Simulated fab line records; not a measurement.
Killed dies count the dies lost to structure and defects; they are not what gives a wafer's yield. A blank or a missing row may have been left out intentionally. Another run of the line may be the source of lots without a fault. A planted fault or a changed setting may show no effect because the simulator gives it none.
fab line records	flow sky130
[record] lots = 5	wafers = 15	lastDay = 50
route steps=708 shown LDD_N@253 LDD_P@255 LDD_HVN@267 PAD_OPEN@708
lots with no fault: from the same line, run without faults
startH: the number of hours between the record's first day and the start of the first shown wafer of the lot	waitH: hours from the lot's prior step to this one	" repeats the value in the row above	L1.1+2: several wafers, shown together as one row	- either no value or no given start	* or withheld: withheld	< > ~ a bound
route shown NAME@n: NAME is a module with steps in the file, n the number in the route of the first one	usual: average and standard deviation across the fault-free wafers	same: alike in all rows	chamber/n: place in a boat	sites: each site's reading	_std_site: the values' standard deviation	_edge_site: inner sites' mean taken away from outer sites' mean	radiusMm: how far each site lies from the wafer's centre	mask NAME#n: copy n	behind: tool/chamber where the wafer was last shaped	hold: cause of the lot's hold/its duration in hours/its outcome	device: whichever transistor did not switch (one of n, p or np)	end of line: tests run on the same wafers once the route is complete	a step given without rows: its recipe and nothing more	killed: dies that structure and defects cost at the first sort, which is not the same as the wafer's yield	map: shows each die of a wafer: x if killed, . if not, _ if none is there
set.NAME: the setting as run; set.NAME@STEP: as run at that earlier step	model.NAME: the simulator's own value behind a step, which no gauge read
lots at some steps of the route; a table a step, a row a wafer
services: the hour from which a tool's chamber was out of use, counted from the record's first day as startH (under 0 if before that day), plus the number of hours and why
[[steps]]
[step SKY_LDD_N_STRIP_16]
[recipe] chemistry = O2/N2	powerW = 1400	pressureMtorr = 1500	platenTempC = withheld	o2FlowSccm = 3000	n2FlowSccm = 300	overashFraction = 0.5
[usual] drypumpMotorCurrentA = 5.6/0.49	o2FlowSccm = 3000/9	oesProductAu = 0.407/0.0045	stripTimeToEndpointS = 4.310/0.016
[same] overashFraction = 0.5
lot.wafer	tool	chamber	startH	waitH	drypumpMotorCurrentA	o2FlowSccm	oesProductAu	rfHoursCounterH	stripTimeToEndpointS
L629.1	plasmaAsher-04	1	396.15	0.1	5.4	2986	0.407	57	4.321
L629.4	"	1	"	"	5.4	2999	0.411	-	4.339
L629.6	"	1	"	"	5.4	2998	0.413	-	4.350
L633.2	plasmaAsher-02	1	442.85	0.1	5.8	3009	0.403	76	4.296
L633.4	"	1	"	"	5.8	2991	0.409	-	4.297
L633.5	"	0	"	"	5.7	2997	0.406	-	4.319
L640.1	plasmaAsher-04	1	498.25	0.1	5.4	2999	0.404	67	4.267
L640.2	"	0	"	"	6.6	2996	0.408	67	4.267
L640.6	"	1	"	"	5.4	2979	0.405	-	4.289
L651.2	plasmaAsher-02	0	597.10	0.1	5.7	2991	0.406	92	4.319
L651.4	"	1	"	"	5.8	3015	0.402	-	4.310
L651.6	"	1	"	"	5.8	3010	0.409	-	4.292
L649.2	plasmaAsher-04	0	599.00	0.1	6.6	3011	0.410	77	4.319
L649.3	"	1	"	"	5.4	3001	0.407	-	4.321
L649.6	"	0	"	"	6.6	3008	0.410	-	4.316
[step SKY_LDD_N_TW_MEAS_17]
[usual] LDD_N_TW = 2561/24
lot.wafer	tool	chamber	startH	waitH	LDD_N_TW
L629.1	filmMetro-01	-	396.25	0.1	2566
L629.4	"	-	"	"	2569
L629.6	"	-	"	"	2555
L633.2	filmMetro-04	-	442.96	0.1	2540
L633.4	"	-	"	"	2555
L633.5	"	-	"	"	2554
L640.1	filmMetro-03	-	498.35	0.1	2610
L640.2	"	-	"	"	2606
L640.6	"	-	"	"	2631
L651.2	filmMetro-04	-	597.21	0.1	2549
L651.4	"	-	"	"	2555
L651.6	"	-	"	"	2549
L649.2	filmMetro-01	-	599.11	0.1	2535
L649.3	"	-	"	"	2539
L649.6	"	-	"	"	2518
[step SKY_LDD_P_DEHYDRATE_00]
[recipe] tempC = 200	timeS = 60
[step SKY_LDD_P_HMDS_01]
[recipe] primeTimeS = 60	primeTempC = 120
[step SKY_LDD_P_COAT_02]
[recipe] resist = NOVOLAK	spinRpm = 3000	resistThkNm = 1140
[step SKY_LDD_P_SOFTBAKE_03]
[recipe] tempC = 90	timeS = 60	resist = NOVOLAK
[step SKY_LDD_P_EXPOSE_04]
[recipe] maskId = PSDM	na = 0.6	sourceShape = conventional	sigmaOuter = 0.6	polarization = unpolarized	targetCdNm = 380	doseMj = 138
[step SKY_LDD_P_PEB_05]
[recipe] tempC = withheld	timeS = *	resist = NOVOLAK
[step SKY_LDD_P_DEVELOP_06]
[recipe] resist = NOVOLAK	developer = TMAH	developTimeS = 60	devTempC = 23
[step SKY_LDD_P_CD_MEAS_07]
[recipe] targetCdNm = 380
[usual] cdNm = 380.5/2.6
lot.wafer	tool	chamber	startH	waitH	cdNm
L629.1	cdSem-02	-	426.15	0.1	379.9
L629.4	"	-	"	"	381.1
L629.6	"	-	"	"	381.6
L633.2	cdSem-01	-	473.87	0.1	381.7
L633.4	"	-	"	"	383.7
L633.5	"	-	"	"	380.9
L640.1	cdSem-01	-	529.01	0.1	378.4
L640.2	"	-	"	"	379.6
L640.6	"	-	"	"	379.3
L651.2	cdSem-02	-	625.77	0.1	376.5
L651.4	"	-	"	"	382.9
L651.6	"	-	"	"	379.4
L649.2	cdSem-01	-	627.78	0.1	381.7
L649.3	"	-	"	"	382.0
L649.6	"	-	"	"	380.6
[step SKY_LDD_P_OVL_MEAS_08]
[usual] LDD_P_OVL = -1.3/1.4
lot.wafer	tool	chamber	startH	waitH	LDD_P_OVL[nm]
L629.1	overlay-01	-	426.27	0.1	0.8
L629.4	"	-	"	"	0.3
L629.6	"	-	"	"	-0.3
L633.2	overlay-01	-	473.98	0.1	-1.1
L633.4	"	-	"	"	-1.3
L633.5	"	-	"	"	-3.2
L640.1	overlay-02	-	529.13	0.1	-1.2
L640.2	"	-	"	"	-1.0
L640.6	"	-	"	"	0.4
L651.2	overlay-01	-	625.88	0.1	-1.2
L651.4	"	-	"	"	-4.6
L651.6	"	-	"	"	-2.2
L649.2	overlay-02	-	627.89	0.1	0.5
L649.3	"	-	"	"	-1.0
L649.6	"	-	"	"	-0.8
[step SKY_LDD_P_IMPLANT_09]
[recipe] species = BF2	energyKev = 25	doseCm2 = 1e+13	tiltDeg = withheld
[step SKY_LDD_P_STRIP_10]
[recipe] chemistry = O2/N2	powerW = 1400	pressureMtorr = 1500	platenTempC = withheld	o2FlowSccm = 3000	n2FlowSccm = 300	overashFraction = 0.5
[usual] drypumpMotorCurrentA = 5.7/0.6	o2FlowSccm = 2998/8.1	oesProductAu = 0.716/0.0047	stripTimeToEndpointS = 14.19/0.037
[same] overashFraction = 0.5
lot.wafer	tool	chamber	startH	waitH	drypumpMotorCurrentA	o2FlowSccm	oesProductAu	rfHoursCounterH	stripTimeToEndpointS	model.NOVOLAK_of_LDD_P_COAT_02.thkNm
L629.1	plasmaAsher-04	0	426.46	0.1	6.6	2998	0.718	60	14.26	0
L629.4	"	0	"	"	6.6	2996	0.710	-	14.25	0
L629.6	"	1	"	"	5.4	2989	0.714	-	14.25	0
L633.2	plasmaAsher-04	0	474.16	0.1	6.6	2998	0.715	65	14.26	0
L633.4	"	1	"	"	5.4	2995	0.716	-	14.23	0
L633.5	"	1	"	"	5.4	2997	0.721	-	14.25	0
L640.1	plasmaAsher-01	1	529.32	0.1	4.9	3010	0.716	10	14.16	0
L640.2	"	0	"	"	5.7	2998	0.721	10	14.20	0
L640.6	"	1	"	"	4.9	3009	0.722	-	14.16	0
L651.2	plasmaAsher-03	1	626.06	0.1	5.1	2994	0.712	48	14.20	0
L651.4	"	1	"	"	5.1	2993	0.720	-	14.16	0
L651.6	"	0	"	"	6.1	2994	0.716	-	14.21	0
L649.2	plasmaAsher-01	0	628.07	0.1	5.6	2997	0.930	19	-	610
L649.3	"	0	"	"	5.7	2994	0.927	-	-	611.1
L649.6	"	1	"	"	5.0	3007	0.923	-	-	611.4
[step SKY_LDD_P_TW_MEAS_11]
[usual] LDD_P_TW = 632/5.9
lot.wafer	tool	chamber	startH	waitH	LDD_P_TW
L629.1	filmMetro-02	-	426.56	0.1	632
L629.4	"	-	"	"	636
L629.6	"	-	"	"	635
L633.2	filmMetro-04	-	474.27	0.1	628
L633.4	"	-	"	"	628
L633.5	"	-	"	"	629
L640.1	filmMetro-02	-	529.42	0.1	632
L640.2	"	-	"	"	635
L640.6	"	-	"	"	632
L651.2	filmMetro-02	-	626.17	0.1	635
L651.4	"	-	"	"	637
L651.6	"	-	"	"	633
L649.2	filmMetro-04	-	628.18	0.1	627
L649.3	"	-	"	"	622
L649.6	"	-	"	"	624
[step SKY_LDD_HVN_DEHYDRATE_00]
[recipe] tempC = 200	timeS = 60
[step SKY_LDD_HVN_HMDS_01]
[recipe] primeTimeS = 60	primeTempC = 120
[step SKY_LDD_HVN_COAT_02]
[recipe] resist = NOVOLAK	spinRpm = 3000	resistThkNm = 300
[step SKY_LDD_HVN_SOFTBAKE_03]
[recipe] tempC = 90	timeS = 60	resist = NOVOLAK
[step SKY_LDD_HVN_EXPOSE_04]
[recipe] maskId = HVNTM	na = 0.6	sourceShape = conventional	sigmaOuter = 0.6	polarization = unpolarized	targetCdNm = 700	doseMj = 127
[step SKY_LDD_HVN_PEB_05]
[recipe] tempC = withheld	timeS = *	resist = NOVOLAK
[step SKY_LDD_HVN_DEVELOP_06]
[recipe] resist = NOVOLAK	developer = TMAH	developTimeS = 60	devTempC = 23
[step SKY_LDD_HVN_OVL_MEAS_07]
[usual] LDD_HVN_OVL = -0.7/1.1
lot.wafer	tool	chamber	startH	waitH	LDD_HVN_OVL[nm]
L629.1	overlay-02	-	456.85	0.1	0.4
L629.4	"	-	"	"	-1.0
L629.6	"	-	"	"	-1.7
L633.2	overlay-01	-	504.91	0.1	-0.4
L633.4	"	-	"	"	0.8
L633.5	"	-	"	"	0.3
L640.1	overlay-01	-	559.16	0.1	-0.6
L640.2	"	-	"	"	0.6
L640.6	"	-	"	"	-0.4
L651.2	overlay-01	-	654.22	0.1	0.4
L651.4	"	-	"	"	0.8
L651.6	"	-	"	"	0.0
L649.2	overlay-02	-	656.41	0.1	-1.0
L649.3	"	-	"	"	0.4
L649.6	"	-	"	"	-2.2
[step SKY_LDD_HVN_IMPLANT_08]
[recipe] species = P	energyKev = 60	doseCm2 = 3e+13	tiltDeg = 40
[step SKY_LDD_HVN_STRIP_09]
[recipe] chemistry = O2/N2	powerW = 1400	pressureMtorr = 1500	platenTempC = withheld	o2FlowSccm = 3000	n2FlowSccm = 300	overashFraction = 0.5
[usual] drypumpMotorCurrentA = 5.8/0.52	o2FlowSccm = 3002/8.2	oesProductAu = 0.408/0.0046	stripTimeToEndpointS = 4.138/0.016
[same] overashFraction = 0.5
lot.wafer	tool	chamber	startH	waitH	drypumpMotorCurrentA	o2FlowSccm	oesProductAu	rfHoursCounterH	stripTimeToEndpointS
L629.1	plasmaAsher-02	1	457.04	0.1	5.8	2991	0.405	77	4.132
L629.4	"	0	"	"	5.7	3001	0.412	-	4.114
L629.6	"	0	"	"	5.7	2990	0.401	-	4.121
L633.2	plasmaAsher-03	0	505.09	0.1	6.1	3014	0.413	36	4.146
L633.4	"	0	"	"	6.1	3008	0.403	-	4.157
L633.5	"	0	"	"	6.1	3005	0.408	-	4.142
L640.1	plasmaAsher-03	1	559.35	0.1	5.1	2997	0.406	42	4.141
L640.2	"	0	"	"	6.1	2990	0.406	42	4.128
L640.6	"	1	"	"	5.1	3007	0.408	-	4.134
L651.2	plasmaAsher-02	0	654.40	0.1	5.7	3011	0.411	97	4.152
L651.4	"	0	"	"	5.7	3004	0.411	-	4.151
L651.6	"	1	"	"	5.8	3004	0.413	-	4.152
L649.2	plasmaAsher-04	0	656.59	0.1	6.6	3016	0.708	83	13.739
L649.3	"	0	"	"	6.6	3013	0.711	-	13.749
L649.6	"	0	"	"	6.6	2999	0.726	-	13.773
[step SKY_LDD_HVN_TW_MEAS_10]
[usual] LDD_HVN_TW = 1430/12
lot.wafer	tool	chamber	startH	waitH	hold	LDD_HVN_TW
L629.1	filmMetro-03	-	457.14	0.1	-	1451
L629.4	"	-	"	"	-	1445
L629.6	"	-	"	"	-	1435
L633.2	filmMetro-01	-	505.20	0.1	-	1406
L633.4	"	-	"	"	-	1412
L633.5	"	-	"	"	-	1409
L640.1	filmMetro-03	-	559.45	0.1	-	1442
L640.2	"	-	"	"	-	1441
L640.6	"	-	"	"	-	1436
L651.2	filmMetro-02	-	654.51	0.1	-	1434
L651.4	"	-	"	"	-	1434
L651.6	"	-	"	"	-	1441
L649.2	filmMetro-02	-	656.70	0.1	awaitDispo/0.2h/release	30
L649.3	"	-	"	"	awaitDispo/0.2h/release	30
L649.6	"	-	"	"	awaitDispo/0.2h/release	30
L649.2	filmMetro-02	-	656.92	0.2	-	30
L649.3	"	-	"	"	-	30
L649.6	"	-	"	"	-	30
[step SKY_PAD_OPEN_PROBE_99]
[usual] defectLimitedYield = 82.5/1.9	killed_at_M0_to_M3 = 43/6.6	killed_at_M4_up = 3.0/1.8	killedAtContacts = 24/5.1	killedAtFrontEnd = 16/4.5	killedAtOther = 0.3/0.67	killedDies = 86/9.3	killedOnRim = 17/3.8	killedOpen = 47/6.9	killedShort = 39/6.6	sort_bin_3_pad_short = 0.9/0.41	sort_bin_5_function = 10.4/1.4	sort_bin_6_memory = 6.2/1.1	sortNPass = 406/9.3	sortYieldPct = 82.5/1.9
[same] grossDies = 492	killedAtBackSide = 0	sort_bin_4_leakage[%] = 0	sort_bin_8_speed[%] = 0
lot.wafer	tool	chamber	startH	waitH	defectLimitedYield[%]	killed_at_M0_to_M3	killed_at_M4_up	killedAtContacts	killedAtFrontEnd	killedAtOther	killedDies	killedOnRim	killedOpen	killedShort	sort_bin_3_pad_short[%]	sort_bin_5_function[%]	sort_bin_6_memory[%]	sortNPass	sortYieldPct[%]
L629.1	prober-01	-	1069.08	0.1	81.9	52	3	22	12	0	89	16	51	35	1.0	10.4	6.7	403	81.9
L629.4	prober-01	-	1069.23	0.2	83.5	39	3	21	18	0	81	13	46	35	1.0	11.0	4.5	411	83.5
L629.6	prober-01	-	1069.33	0.2	80.7	47	6	28	14	0	95	23	47	48	1.0	10.6	7.7	397	80.7
L633.2	prober-02	-	1103.67	0.1	85.0	37	5	24	8	0	74	11	40	34	0.4	9.6	5.1	418	85.0
L633.4	prober-02	-	1103.77	0.2	81.1	45	4	20	22	2	93	20	51	40	1.6	9.3	7.9	399	81.1
L633.5	prober-02	-	1103.82	0.2	82.5	42	4	20	18	2	86	13	52	29	1.2	9.1	7.1	406	82.5
// killed by level:class
L629.1 VIA1:geometricParticle:open=14 LI_CONTACT:geometricParticle:open=7 VIA3:geometricParticle:open=7 CONTACT:geometricParticle:open=6 VIA1:geometricParticle:short=6 METAL1:geometricParticle:short=4 POLY_GATE:geometricParticle:open=4 VIA2:geometricParticle:open=4
L629.4 VIA1:geometricParticle:open=16 FIELD_ISO:geometricParticle:open=7 CONTACT:geometricParticle:open=7 LI_CONTACT:geometricParticle:open=5 FIELD_ISO:geometricParticle:short=4 CONTACT:geometricParticle:short=4 VIA1:geometricParticle:short=4 POLY_GATE:geometricParticle:short=3
L629.6 VIA1:geometricParticle:open=14 CONTACT:geometricParticle:open=8 CONTACT:geometricParticle:short=8 FIELD_ISO:geometricParticle:short=7 LI_CONTACT:geometricParticle:open=7 METAL3:geometricParticle:short=6 VIA1:geometricParticle:short=6 VIA3:geometricParticle:open=6
L633.2 VIA1:geometricParticle:open=9 LOCAL_INTERCONNECT:geometricParticle:short=8 LI_CONTACT:geometricParticle:open=6 VIA2:geometricParticle:open=6 CONTACT:geometricParticle:open=5 METAL3:geometricParticle:short=5 VIA2:geometricParticle:short=4 VIA3:geometricParticle:open=4
L633.4 VIA1:geometricParticle:open=11 CONTACT:geometricParticle:open=9 METAL2:geometricParticle:short=9 POLY_GATE:geometricParticle:open=8 VIA2:geometricParticle:open=8 POLY_GATE:geometricParticle:short=7 FIELD_ISO:geometricParticle:open=5 CONTACT:geometricParticle:short=5
L633.5 CONTACT:geometricParticle:open=9 VIA1:geometricParticle:open=8 VIA2:geometricParticle:open=8 FIELD_ISO:geometricParticle:open=6 METAL1:geometricParticle:short=6 VIA3:geometricParticle:open=6 POLY_GATE:geometricParticle:short=5 POLY_GATE:geometricParticle:open=4
[[services]]
tool	chamber	startH	hours	kind
plasmaAsher-01	-	402.99	1.4	repair
plasmaAsher-04	-	413.49	8.0	repair
plasmaAsher-01	-	421.25	9.0	pm
plasmaAsher-01	0	421.25	9.0	ventCycle
plasmaAsher-01	1	421.25	9.0	ventCycle
plasmaAsher-01	0	430.25	-	clean
plasmaAsher-01	1	430.25	-	clean
plasmaAsher-02	-	514.95	0.7	repair
[[key]]
[firstSign] step = SKY_LDD_P_STRIP_10	reading = oesProductAu	direction = up	sigmas = 45	usual = 0.716	struck = 0.927
[effect] step = SKY_LDD_HVN_STRIP_09	reading = stripTimeToEndpointS	direction = up	sigmas = 99+	usual = *	struck = *
[effect] step = SKY_LDD_HVN_TW_MEAS_10	reading = visit	direction = added
[effect] step = SKY_LDD_HVN_TW_MEAS_10	reading = LDD_HVN_TW	direction = down	sigmas = 99+	usual = 1430	struck = 30
[modelEffect] step = SKY_LDD_P_STRIP_10	value = NOVOLAK_of_LDD_P_COAT_02.thkNm	without = 0	struck = 610.8
metAt SKY_LDD_P_STRIP_10
struckWafers L649.2,L649.3,L649.6
scrappedBehind SKY_LDD_HVN_TW_MEAS_10 L649.2,L649.3,L649.6
onsetBetween 529.32 628.07
[fault] kind = stripAborted	tool = plasmaAsher-01	chamber = -	onsetH = 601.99	steps = SKY_LDD_P_STRIP_10	offset = 0.77938	endH = 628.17
